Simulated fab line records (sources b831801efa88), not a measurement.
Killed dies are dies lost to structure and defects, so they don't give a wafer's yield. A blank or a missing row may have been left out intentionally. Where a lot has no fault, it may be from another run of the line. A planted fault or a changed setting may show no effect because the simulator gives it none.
Matching of chambers	flow sky130	4 sister chambers for SKY_POLY_CUT_ETCH_10 on rie diel-02
The step etches BARC in N2/H2, stops on SiO2, time 45.9 s, target depth 60 nm. 8 wafers are shown with their chamber, then 8 later ones without.

== EACH WAFER AND ITS CHAMBER ==
wafer	chamber	drypump motor current A (A)	rf fwd power W (W)
L079.1	3	5.50	497.3
L079.3	2	6.21	494.9
L084.3	1	5.40	492.9
L084.5	1	5.36	493.8
L087.4	0	5.54	496.3
L087.5	3	5.50	495.8
L087.6	2	6.22	496.1
L092.2	0	5.54	492.6

== WAFERS WITHOUT THEIR CHAMBER ==
wafer	drypump motor current A (A)	rf fwd power W (W)
L092.4	6.23	497.9
L092.5	5.53	494.2
L096.2	5.55	495.9
L096.3	5.39	493.3
L096.6	5.49	495.5
L097.1	5.39	493.7
L097.3	6.20	494.4
L097.6	5.37	495.3

== EACH ONE'S CHAMBER ==
wafer	from the rows above	in truth
L092.4	2	2
L092.5	can't be placed: 0 or 3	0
L096.2	0	0
L096.3	1	1
L096.6	3	3
L097.1	1	1
L097.3	2	2
L097.6	1	1
Placed correctly: 7 of 8. These rows do not allow placing 1 (true chamber among the candidates in 1). Wrongly placed: 0.
How it was worked out, from the rows above alone: a wafer's distance from a chamber is the root of the sum, over the readings, of the square of ((its reading less the chamber's mean) divided by the reading's scatter). If the next closest chamber is less than 2 further off than the closest, the wafer can't be placed; otherwise it belongs to the closest. The mean given for a chamber averages the wafers shown for that chamber. The scatter is the square root of a quotient: the sum, over the shown wafers, of each reading's squared deviation from its chamber's mean, divided by wafers minus chambers.
